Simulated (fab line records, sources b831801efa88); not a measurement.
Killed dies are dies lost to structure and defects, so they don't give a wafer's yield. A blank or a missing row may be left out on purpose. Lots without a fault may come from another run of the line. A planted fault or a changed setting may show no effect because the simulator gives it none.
One fault seen from 2 desks | flow sky130 | each desk has only its own numbers; what lay behind them comes last

THE TOOL OWNER'S DESK: cmp-02
The tool's own readings at SKY_VIA3_CMP_02 (polishes SiO2): means of the sampled wafers that have a number, for each lot that ran on this tool. A lot is out of limits, marked OUT, if its mean lies more than 4 standard deviations from the usual mean; the brackets give that distance.
Columns: A = motor_current_A at SKY_VIA3_CMP_02, usual 11.6 A; B = slurry_filter_dp_kPa at SKY_VIA3_CMP_02, usual 13.49 kPa
lot  | first seen here | A    | B
L886 | day 39 00:20    | 12.3 | 13.44
L894 | day 41 12:37    | 11.2 | 13.57
L906 | day 44 17:28    | 11.8 | 13.36
This desk's finding: nothing out of limits on any of the 3 lots.

THE METROLOGY DESK
What the gauges read, lot by lot, whatever tool the lot ran on: means of the sampled wafers that have a number. A lot is out of limits, marked OUT, if its mean lies more than 4 standard deviations from the usual mean; the brackets give that distance.
Columns: A = cd_nm at SKY_VIA2_CD_MEAS_12, usual 199.9 nm
lot  | first seen here | A
L885 | day 36 09:45    | 199.9
L886 | day 36 17:49    | 199.3
L894 | day 39 06:25    | 202.0
L897 | day 40 01:43    | 200.3
L898 | day 40 14:26    | 198.5
L899 | day 40 18:12    | 199.0
L902 | day 41 13:20    | 197.2
L904 | day 42 03:07    | 201.4
L905 | day 42 08:02    | 201.3
L906 | day 42 15:43    | 200.3
L907 | day 42 19:56    | 199.0
This desk's finding: nothing out of limits on any of the 11 lots.

PUT TOGETHER
The tool owner's desk saw nothing out of limits.
The metrology desk saw nothing out of limits.

WHAT THE SIMULATOR HAD PUT IN
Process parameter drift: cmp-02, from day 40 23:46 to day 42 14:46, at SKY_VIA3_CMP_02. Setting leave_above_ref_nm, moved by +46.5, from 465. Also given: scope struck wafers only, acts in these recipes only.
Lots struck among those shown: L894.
